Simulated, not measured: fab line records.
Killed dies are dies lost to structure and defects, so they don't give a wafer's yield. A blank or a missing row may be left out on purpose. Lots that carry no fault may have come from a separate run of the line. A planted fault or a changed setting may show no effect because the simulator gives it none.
Which tool is to blame? -- flow sky130 -- Sampling: 10 lots, 29 wafers, 4 of 708 route steps

## WHAT THE GAUGES SHOWED, per wafer
SKY_FIELD_ISO_THK_MEAS_25. Usual: FIELD_ISO_CVD_24_THK typically reads 591 nm, with standard deviation 6.6.
lot,measured,on,FIELD_ISO_CVD_24_THK (nm),flag
L899,day 2 10:20,film-metro-02,592 585 578,
L901,day 2 18:59,film-metro-02,594 597 593,
L900,day 2 19:00,film-metro-01,599 596 584,
L902,day 3 00:14,film-metro-01,588 583 590,
L907,day 4 03:03,film-metro-02,589 594,
L914,day 5 13:38,film-metro-01,591 586 587,
L915,day 5 19:53,film-metro-01,588 586 581,
L916,day 5 22:34,film-metro-02,586 585 584,
L920,day 6 20:52,film-metro-01,594 601 596,
L922,day 7 06:48,film-metro-04,592 601 593,

SKY_PWDE_OVL_MEAS_07. Usual: PWDE_OVL typically reads 1.5 nm, with standard deviation 1.3.
lot,measured,on,PWDE_OVL (nm),flag
L899,day 4 02:31,overlay-01,2.4 2.1 2.3,
L901,day 4 13:05,overlay-02,1.0 0.5 2.5,
L900,day 4 12:55,overlay-02,3.0 2.7 3.6,
L902,day 4 13:16,overlay-01,1.6 0.9 2.6,
L907,day 5 18:02,overlay-01,1.3 3.2,
L914,day 7 09:58,overlay-02,1.7 2.1 3.1,
L915,day 7 16:10,overlay-02,0.2 -1.7 -0.8,
L916,day 7 19:37,overlay-01,0.8 1.8 1.1,
L920,day 8 19:16,overlay-01,2.9 4.4 2.5,
L922,day 9 05:26,overlay-01,1.5 1.4 1.3,

SKY_VT_ADJUST_NCORE_CD_MEAS_07 targets a cd of 380 nm. Usual: cd-nm at 379.4 nm, with a standard deviation of 2.9.
lot,measured,on,cd-nm (nm),flag
L899,day 8 21:18,cd-sem-01,383.4 382.8 385.1,
L901,day 9 12:08,cd-sem-02,381.8 382.7 379.2,
L900,day 9 10:58,cd-sem-01,372.8 376.1 373.9,
L902,day 9 12:50,cd-sem-02,376.8 376.2 375.0,
L907,day 10 23:55,cd-sem-02,359.3 358.7,OFF
L914,day 12 23:32,cd-sem-02,381.0 381.3 382.0,
L915,day 13 07:59,cd-sem-01,380.9 379.5 381.1,
L916,day 13 11:46,cd-sem-02,382.4 382.0 383.0,
L920,day 14 17:48,cd-sem-01,376.6 378.3 378.3,
L922,day 15 06:02,cd-sem-02,374.0 374.2 376.2,

## WHICH TOOL RAN EACH LOT (tool, then ch and the chambers of the sampled wafers, then the start)
lot,SKY_VT_ADJUST_NCORE_EXPOSE_04
L899,"iline-stepper-01 ch 0, day 8 11:25"
L901,"iline-stepper-01 ch 0, day 9 01:35"
L900,"iline-stepper-01 ch 0, day 9 00:21"
L902,"iline-stepper-02 ch 0, day 9 02:07"
L907,"iline-stepper-02 ch 0, day 10 13:44"
L914,"iline-stepper-01 ch 0, day 12 12:12"
L915,"iline-stepper-01 ch 0, day 12 19:38"
L916,"iline-stepper-01 ch 0, day 12 22:49"
L920,"iline-stepper-01 ch 0, day 14 04:52"
L922,"iline-stepper-01 ch 0, day 14 17:25"
- SKY_VT_ADJUST_NCORE_EXPOSE_04: exposes mask LVTN COMPLEMENT THIN, target cd 380 nm.

## WHAT THE TOOLS THEMSELVES READ (means of the sampled wafers that have a number; where no wafer has one, the mark that the record gives instead)
The record holds no such reading with a usual standard deviation.

## THE ANSWER, worked out from the rows above alone
Rule: take the mean of a lot's wafers that have a number; if it is more than 3 standard deviations from the usual mean, the lot is off. Also off: a lot with no number at a reading for which 4 or more lots have one. Any other lot the step has rows for is counted as sound. The gauges are gone through in route order, then the tools' own readings, and for those a lot's mean is taken as printed above. At the first step where some lot is off, the reading lying furthest off is the one used; lots without a number count as furthest.
Off: L907, at SKY_VT_ADJUST_NCORE_CD_MEAS_07 (cd-nm).
If a tool, at a process step before that reading, ran all the lots that are off and no sound lot after the first of them, it fits. Gauges at SKY_VT_ADJUST_NCORE_CD_MEAS_07: tried the same way as those tools. One fits: iline-stepper-02 at SKY_VT_ADJUST_NCORE_EXPOSE_04. A fault onset in the window from L902 (day 9 02:07, its last sound lot) to L907 (day 10 13:44, its first lot off) fits.

## WHAT THE SIMULATOR PUT IN
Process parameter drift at SKY_VT_ADJUST_NCORE_EXPOSE_04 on iline-stepper-02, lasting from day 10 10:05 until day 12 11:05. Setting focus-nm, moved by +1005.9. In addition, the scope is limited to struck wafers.
Shown lots that were struck: L907. The rule given above showed the same thing.
